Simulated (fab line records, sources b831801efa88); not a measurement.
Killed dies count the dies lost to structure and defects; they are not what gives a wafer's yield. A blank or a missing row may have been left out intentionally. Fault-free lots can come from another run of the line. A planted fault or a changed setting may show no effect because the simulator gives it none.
Commonality check across tools / flow gf180mcu / Lots sampled 12, wafers sampled 42

## WHY IT WAS OPENED
GF_PSD_RS_MEAS_14, reading NSD_RS: flagged on 2 of 12 lots. Fault-free wafers read 45.76 ohm/sq, with a standard deviation of 0.078.
Rule: a lot is flagged when every wafer of it that has a number lies more than 4 standard deviations from that mean, or none has a number. The rest of the lots are taken to be sound.

lot=L466; measured=day 14 04:34; on=film-metro-01; NSD_RS (ohm/sq), wafer by wafer=45.86 45.78 45.83; flag=
lot=L467; measured=day 14 17:20; on=film-metro-01; NSD_RS (ohm/sq), wafer by wafer=45.70 45.63 45.76; flag=
lot=L468; measured=day 15 03:17; on=film-metro-04; NSD_RS (ohm/sq), wafer by wafer=45.72 45.83 45.78; flag=
lot=L470; measured=day 15 19:17; on=film-metro-02; NSD_RS (ohm/sq), wafer by wafer=45.72 45.79 45.56; flag=
lot=L474; measured=day 17 01:10; on=film-metro-04; NSD_RS (ohm/sq), wafer by wafer=40.80 40.70 40.73 40.76 40.70 40.70; flag=FLAGGED
lot=L476; measured=day 17 19:55; on=film-metro-02; NSD_RS (ohm/sq), wafer by wafer=45.66 45.80 45.72; flag=
lot=L480; measured=day 19 06:28; on=film-metro-02; NSD_RS (ohm/sq), wafer by wafer=40.64 40.59 40.56 40.56 40.56 40.54; flag=FLAGGED
lot=L481; measured=day 19 18:50; on=film-metro-04; NSD_RS (ohm/sq), wafer by wafer=45.78 45.74 45.84; flag=
lot=L485; measured=day 21 06:30; on=film-metro-01; NSD_RS (ohm/sq), wafer by wafer=45.74 45.83 45.83; flag=
lot=L487; measured=day 21 15:55; on=film-metro-02; NSD_RS (ohm/sq), wafer by wafer=45.62 45.72 45.73; flag=
lot=L488; measured=day 22 02:46; on=film-metro-01; NSD_RS (ohm/sq), wafer by wafer=45.93 45.81 45.87; flag=
lot=L489; measured=day 22 09:15; on=film-metro-04; NSD_RS (ohm/sq), wafer by wafer=45.68 45.82 45.68; flag=
The numbers of the flagged lots are 40.65 ohm/sq on average: -5.11 ohm/sq against the usual, or -65 standard deviations.

## EACH LOT AND THE TOOL IT RAN ON
Before the reading, the record contains 4 process steps out of a 602-step route. Read each cell as the tool, then ch plus the chambers that the sampled wafers visited, then the start.
lot=L466; flag=; GF_HV_LDD_STRIP_10=plasma-asher-02 ch 0,1, day 9 23:53; GF_HV_LDD_STRIP_49=plasma-asher-02 ch 0,1, day 12 08:32; GF_NSD_IMPLANT_10=implanter-03 ch 0, day 13 07:19; GF_NSD_STRIP_11=plasma-asher-03 ch 0,1, day 13 07:28
lot=L467; flag=; GF_HV_LDD_STRIP_10=plasma-asher-04 ch 0, day 10 11:31; GF_HV_LDD_STRIP_49=plasma-asher-02 ch 1, day 12 20:34; GF_NSD_IMPLANT_10=implanter-03 ch 0, day 13 19:52; GF_NSD_STRIP_11=plasma-asher-04 ch 0,1, day 13 19:59
lot=L468; flag=; GF_HV_LDD_STRIP_10=plasma-asher-04 ch 0,1, day 10 18:49; GF_HV_LDD_STRIP_49=plasma-asher-04 ch 0,1, day 13 05:22; GF_NSD_IMPLANT_10=implanter-01 ch 0, day 14 05:19; GF_NSD_STRIP_11=plasma-asher-04 ch 0,1, day 14 05:26
lot=L470; flag=; GF_HV_LDD_STRIP_10=plasma-asher-04 ch 0,1, day 11 08:46; GF_HV_LDD_STRIP_49=plasma-asher-01 ch 0,1, day 13 20:28; GF_NSD_IMPLANT_10=implanter-01 ch 0, day 14 20:46; GF_NSD_STRIP_11=plasma-asher-03 ch 0,1, day 14 20:53
lot=L474; flag=FLAGGED; GF_HV_LDD_STRIP_10=plasma-asher-04 ch 0,1, day 12 10:41; GF_HV_LDD_STRIP_49=plasma-asher-01 ch 0,1, day 15 00:55; GF_NSD_IMPLANT_10=implanter-03 ch 0, day 16 02:10; GF_NSD_STRIP_11=plasma-asher-03 ch 0,1, day 16 02:38
lot=L476; flag=; GF_HV_LDD_STRIP_10=plasma-asher-04 ch 0,1, day 13 03:17; GF_HV_LDD_STRIP_49=plasma-asher-02 ch 0,1, day 15 19:40; GF_NSD_IMPLANT_10=implanter-03 ch 0, day 16 20:56; GF_NSD_STRIP_11=plasma-asher-03 ch 0,1, day 16 21:05
lot=L480; flag=FLAGGED; GF_HV_LDD_STRIP_10=plasma-asher-02 ch 0,1, day 14 07:29; GF_HV_LDD_STRIP_49=plasma-asher-04 ch 0,1, day 17 02:38; GF_NSD_IMPLANT_10=implanter-03 ch 0, day 18 05:22; GF_NSD_STRIP_11=plasma-asher-01 ch 0,1, day 18 05:50
lot=L481; flag=; GF_HV_LDD_STRIP_10=plasma-asher-01 ch 1, day 14 17:19; GF_HV_LDD_STRIP_49=plasma-asher-04 ch 1, day 17 13:13; GF_NSD_IMPLANT_10=implanter-03 ch 0, day 18 18:00; GF_NSD_STRIP_11=plasma-asher-04 ch 0,1, day 18 18:07
lot=L485; flag=; GF_HV_LDD_STRIP_10=plasma-asher-02 ch 0,1, day 16 02:10; GF_HV_LDD_STRIP_49=plasma-asher-01 ch 0,1, day 19 00:24; GF_NSD_IMPLANT_10=implanter-03 ch 0, day 20 06:17; GF_NSD_STRIP_11=plasma-asher-04 ch 0,1, day 20 06:25
lot=L487; flag=; GF_HV_LDD_STRIP_10=plasma-asher-04 ch 0,1, day 16 10:48; GF_HV_LDD_STRIP_49=plasma-asher-02 ch 0,1, day 19 09:57; GF_NSD_IMPLANT_10=implanter-01 ch 0, day 20 15:25; GF_NSD_STRIP_11=plasma-asher-01 ch 0,1, day 20 15:34
lot=L488; flag=; GF_HV_LDD_STRIP_10=plasma-asher-04 ch 0,1, day 16 22:37; GF_HV_LDD_STRIP_49=plasma-asher-01 ch 0,1, day 19 22:37; GF_NSD_IMPLANT_10=implanter-04 ch 0, day 21 02:49; GF_NSD_STRIP_11=plasma-asher-03 ch 0,1, day 21 02:58
lot=L489; flag=; GF_HV_LDD_STRIP_10=plasma-asher-02 ch 0,1, day 17 05:03; GF_HV_LDD_STRIP_49=plasma-asher-02 ch 0,1, day 20 05:45; GF_NSD_IMPLANT_10=implanter-04 ch 0, day 21 09:10; GF_NSD_STRIP_11=plasma-asher-01 ch 0,1, day 21 09:18
What is done by these steps:
- GF_HV_LDD_STRIP_10: strips in O2/N2.
- GF_HV_LDD_STRIP_49: strips in O2/N2.
- GF_NSD_IMPLANT_10
- GF_NSD_STRIP_11: strips in O2/N2.
- GF_PSD_RS_MEAS_14: measures by four-point-probe.

## FLAGGED AGAINST TOTAL, ONE TOOL AT A TIME (gauges that did the reading follow at the end)
step=GF_HV_LDD_STRIP_10; tool=plasma-asher-01; lots run=1; flagged=0; share of the flagged lots=none; sound lots run after its first flagged lot=-
step=GF_HV_LDD_STRIP_10; tool=plasma-asher-02; lots run=4; flagged=1; share of the flagged lots=some; sound lots run after its first flagged lot=2 (L485,L489)
step=GF_HV_LDD_STRIP_10; tool=plasma-asher-04; lots run=7; flagged=1; share of the flagged lots=some; sound lots run after its first flagged lot=3 (L476,L487,L488)
step=GF_HV_LDD_STRIP_49; tool=plasma-asher-01; lots run=4; flagged=1; share of the flagged lots=some; sound lots run after its first flagged lot=2 (L485,L488)
step=GF_HV_LDD_STRIP_49; tool=plasma-asher-02; lots run=5; flagged=0; share of the flagged lots=none; sound lots run after its first flagged lot=-
step=GF_HV_LDD_STRIP_49; tool=plasma-asher-04; lots run=3; flagged=1; share of the flagged lots=some; sound lots run after its first flagged lot=1 (L481)
step=GF_NSD_IMPLANT_10; tool=implanter-01; lots run=3; flagged=0; share of the flagged lots=none; sound lots run after its first flagged lot=-
step=GF_NSD_IMPLANT_10; tool=implanter-03; lots run=7; flagged=2; share of the flagged lots=all; sound lots run after its first flagged lot=3 (L476,L481,L485)
step=GF_NSD_IMPLANT_10; tool=implanter-04; lots run=2; flagged=0; share of the flagged lots=none; sound lots run after its first flagged lot=-
step=GF_NSD_STRIP_11; tool=plasma-asher-01; lots run=3; flagged=1; share of the flagged lots=some; sound lots run after its first flagged lot=2 (L487,L489)
step=GF_NSD_STRIP_11; tool=plasma-asher-03; lots run=5; flagged=1; share of the flagged lots=some; sound lots run after its first flagged lot=2 (L476,L488)
step=GF_NSD_STRIP_11; tool=plasma-asher-04; lots run=4; flagged=0; share of the flagged lots=none; sound lots run after its first flagged lot=-
step=GF_PSD_RS_MEAS_14; tool=film-metro-01; lots run=4; flagged=0; share of the flagged lots=none; sound lots run after its first flagged lot=-
step=GF_PSD_RS_MEAS_14; tool=film-metro-02; lots run=4; flagged=1; share of the flagged lots=some; sound lots run after its first flagged lot=1 (L487)
step=GF_PSD_RS_MEAS_14; tool=film-metro-04; lots run=4; flagged=1; share of the flagged lots=some; sound lots run after its first flagged lot=2 (L481,L489)

## WHAT THE TABLE PERMITS
In the table, 1 row covers all flagged lots: implanter-03 at GF_NSD_IMPLANT_10.
- implanter-03 at GF_NSD_IMPLANT_10: 2 of its 7 lots flagged. Sound lots ran on it after the first flagged one (L476, L481, L485), which a lasting fault on the whole tool wouldn't allow.
There is no row in the table that ran each flagged lot and no sound lot after the first.

## WHAT WAS PUT IN BY THE SIMULATOR
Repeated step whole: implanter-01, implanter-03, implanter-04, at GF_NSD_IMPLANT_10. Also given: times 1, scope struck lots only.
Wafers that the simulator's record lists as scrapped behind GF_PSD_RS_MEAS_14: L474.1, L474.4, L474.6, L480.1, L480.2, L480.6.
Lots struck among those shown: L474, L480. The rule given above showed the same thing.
